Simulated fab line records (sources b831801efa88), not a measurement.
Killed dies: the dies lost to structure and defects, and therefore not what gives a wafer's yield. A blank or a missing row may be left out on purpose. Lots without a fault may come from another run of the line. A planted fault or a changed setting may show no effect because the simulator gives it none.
A struck lot beside a sound one + flow gf180mcu + 24 out of 602 route steps
Sound: the wafers L582.2, L582.3, L582.4. Struck: wafers L596.1, L596.2, L596.6. Last of all comes the cause.
Each step with rows lists, per side, the tool, then ch with its chambers, then its first start. Under that, the readings that differ: sound wafers + struck wafers + difference of the means + sigmas: that difference in standard deviations of wafers without a fault.
alike: same words and numbers on both sides, and readings whose means sit less than 2 such deviations apart. not compared: any withheld reading, any reading some wafer has no value for, any bound like >300 that may hide the same value, and any number with overlapping values for which the record gives no deviation.
The two part at a step that has a row with sigmas, a row that says differs or no value, or rows on one side only. Non-overlapping numbers with no deviation appear without sigmas and do not part them. A reading missing from all wafers of one side parts the sides only when that side holds two or more wafers.

GF_PSD_OVL_MEAS_08:
  sound on overlay-02 at day 16 08:41; struck on overlay-02 at day 21 02:07
  alike: PSD_OVL
then, 1 step without rows for these wafers: GF_PSD_IMPLANT_09.
GF_PSD_STRIP_10: strips in O2/N2.
  sound on plasma-asher-01 ch 0,1, day 16 08:52; struck on plasma-asher-01 ch 0,1, day 21 02:18
  alike: drypump-motor-current-A, heater-power-w, oes-product-au, platen-temp-c, strip-time-to-endpoint-s
  not compared: rf-hours-counter-h
GF_PSD_TW_MEAS_11:
  sound on film-metro-04 at day 16 08:59; struck on film-metro-04 at day 21 02:24
  alike: PSD_TW
then, 1 step without rows for these wafers: GF_PSD_CLEAN_12 (cleans in SC1/SC2, time 150 s).
GF_PSD_RTA_13: time 20 s.
  sound on rtp-anneal-01 ch 0, day 16 09:06; struck on rtp-anneal-01 ch 0, day 21 02:31
  alike: lamp-power-pct, wafer_temp_C_max
GF_PSD_RS_MEAS_14: a four-point-probe measurement.
  sound on film-metro-01 at day 16 09:11; struck on film-metro-03 at day 21 02:35
  alike: NSD_RS
GF_PSD_RS_MEAS_15: a four-point-probe measurement.
  sound on film-metro-01 at day 16 09:19; struck on film-metro-03 at day 21 02:43
  alike: PSD_RS
GF_SAB_CVD_00: deposits SiO2 from TEOS, target thk 50 nm, time 4.9302 s.
  sound on pecvd-02 ch 1,2, day 16 09:25; struck on pecvd-04 ch 0,1, day 21 02:50
  alike: heater-power-w
  not compared: since-wet-clean-h
GF_SAB_THK_MEAS_01:
  sound on film-metro-02 at day 16 09:26; struck on film-metro-03 at day 21 02:51
  alike: SAB_CVD_00_THK
then, 2 steps without rows for these wafers: GF_SAB_DEHYDRATE_02 (time 60 s); GF_SAB_HMDS_03 (prime time 60 s).
GF_SAB_COAT_04: resist thk 1000 nm.
  sound on litho-track-03 ch 0, day 16 21:10; struck on litho-track-03 ch 0, day 21 14:05
| reading                                  | sound                | struck               | difference | sigmas      |
|------------------------------------------|----------------------|----------------------|------------|-------------|
| spin-speed-rpm (rpm)                     | 2998.4 2999.8 2999.3 | 3300.0 3299.2 3296.6 | +299.4     | +99 or more |
| model.NOVOLAK_of_SAB_COAT_04.thk-nm (nm) | 1002 998.4 1001      | 952.3 952 953.1      | -48.0      |             |
then, 4 steps without rows for these wafers: GF_SAB_SOFTBAKE_05 (time 60 s); GF_SAB_EXPOSE_06 (exposes mask SAB, target cd 420 nm); GF_SAB_PEB_07; GF_SAB_DEVELOP_08 (develop time 60 s).
GF_SAB_CD_MEAS_09: target cd 420 nm.
  sound on cd-sem-02 at day 17 08:37; struck on cd-sem-01 at day 22 02:29
  alike: cd-nm
GF_SAB_OVL_MEAS_10:
  sound on overlay-01 at day 17 08:43; struck on overlay-02 at day 22 02:37
  alike: SAB_OVL
GF_SAB_ETCH_11: etches SiO2 in C4F8/O2/Ar, target depth 55 nm, time 8.5 s.
  sound on rie-diel-03 ch 1,2,3, day 17 08:45; struck on rie-diel-01 ch 0,1, day 22 02:39
| reading                                  | sound             | struck            | difference | sigmas |
|------------------------------------------|-------------------|-------------------|------------|--------|
| model.NOVOLAK_of_SAB_COAT_04.thk-nm (nm) | 991.3 987.2 989.6 | 940.9 941 941.6   | -48.2      |        |
| model.SAB.cd-nm (nm)                     | 418.4 417.4 420.1 | 413.9 417.2 417.2 | -2.5       |        |
  alike: oes-product-au
  not compared: rf-hours-counter-h
then, 1 step without rows for these wafers: GF_SAB_WET_ETCH_12 (etches SiO2 in dHF, target depth 22 nm, time 440 s).
GF_SAB_STRIP_13: strips in O2/N2.
  sound on plasma-asher-03 ch 0,1, day 17 08:58; struck on plasma-asher-03 ch 0,1, day 22 02:48
| reading                      | sound             | struck            | difference | sigmas |
|------------------------------|-------------------|-------------------|------------|--------|
| strip-time-to-endpoint-s (s) | 12.63 12.59 12.61 | 12.04 12.07 12.07 | -0.55      | -14    |
  alike: drypump-motor-current-A, heater-power-w, oes-product-au, platen-temp-c
  not compared: rf-hours-counter-h
then, 1 step without rows for these wafers: GF_SALICIDE_CLEAN_00 (cleans in SC1/SC2, time 150 s).
-- the record jumps here: 12 days lie between the struck wafers' starts before and after (it left off in module SALICIDE and takes up again in module PASSIVATION, whose first step shown is number 602 of the route) --
GF_PASSIVATION_PROBE_99:
  only the struck wafers here have rows in the record (prober-01, day 34 12:21); the sound ones have none

WHERE THEY PART
First at GF_SAB_COAT_04; last, within this record, at GF_PASSIVATION_PROBE_99.

WHY: what had been put in by the simulator
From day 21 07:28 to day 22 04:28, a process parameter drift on litho-track-03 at GF_SAB_COAT_04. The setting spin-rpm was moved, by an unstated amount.
